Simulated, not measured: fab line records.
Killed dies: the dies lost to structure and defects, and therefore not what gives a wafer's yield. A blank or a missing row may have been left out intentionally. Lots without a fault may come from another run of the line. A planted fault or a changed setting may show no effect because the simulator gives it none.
Which of the tools did it? + flow gf180mcu + 6 lots (18 wafers sampled), 1 step of a 602-step route

== WHAT THE GAUGES READ, wafer by wafer ==
GF_NSD_OVL_MEAS_08.
| lot  | measured     | on         | NSD_OVL (nm)  |
|------|--------------|------------|---------------|
| L956 | day 15 03:28 | overlay-02 | 2.9 2.0 2.6   |
| L958 | day 15 13:55 | overlay-02 | 2.4 1.1 1.9   |
| L960 | day 16 09:14 | overlay-01 | 3.5 3.6 4.1   |
| L964 | day 18 00:46 | overlay-02 | 1.3 2.0 2.2   |
| L970 | day 20 02:46 | overlay-02 | -0.4 -0.7 0.3 |
| L973 | day 20 21:14 | overlay-01 | 1.2 1.6 3.7   |

== TOOL THAT RAN EACH LOT (tool first, then ch and the chambers of the sampled wafers, then the start) ==
The record holds no process step before these readings.

== THE ANSWER, worked out from the rows above alone ==
Rule: the usual values come from the lots themselves. The widest of any qualifying gaps counts: lots, ordered by their means at a reading, are off when they make up no more than a third of the lots, leave a main group of 4 or more, and stand apart from it by 3 or more times the standard deviation of that group's means. A main group is skipped when, at the precision printed for the reading in the tables above, its means are all equal. A lot without any number at a reading at which 4 lots or more have one is off too. The other lots that the step has rows for count as sound.
Nothing can be told from this: no lot is off at any reading shown.

== WHAT HAD BEEN PUT IN BY THE SIMULATOR ==
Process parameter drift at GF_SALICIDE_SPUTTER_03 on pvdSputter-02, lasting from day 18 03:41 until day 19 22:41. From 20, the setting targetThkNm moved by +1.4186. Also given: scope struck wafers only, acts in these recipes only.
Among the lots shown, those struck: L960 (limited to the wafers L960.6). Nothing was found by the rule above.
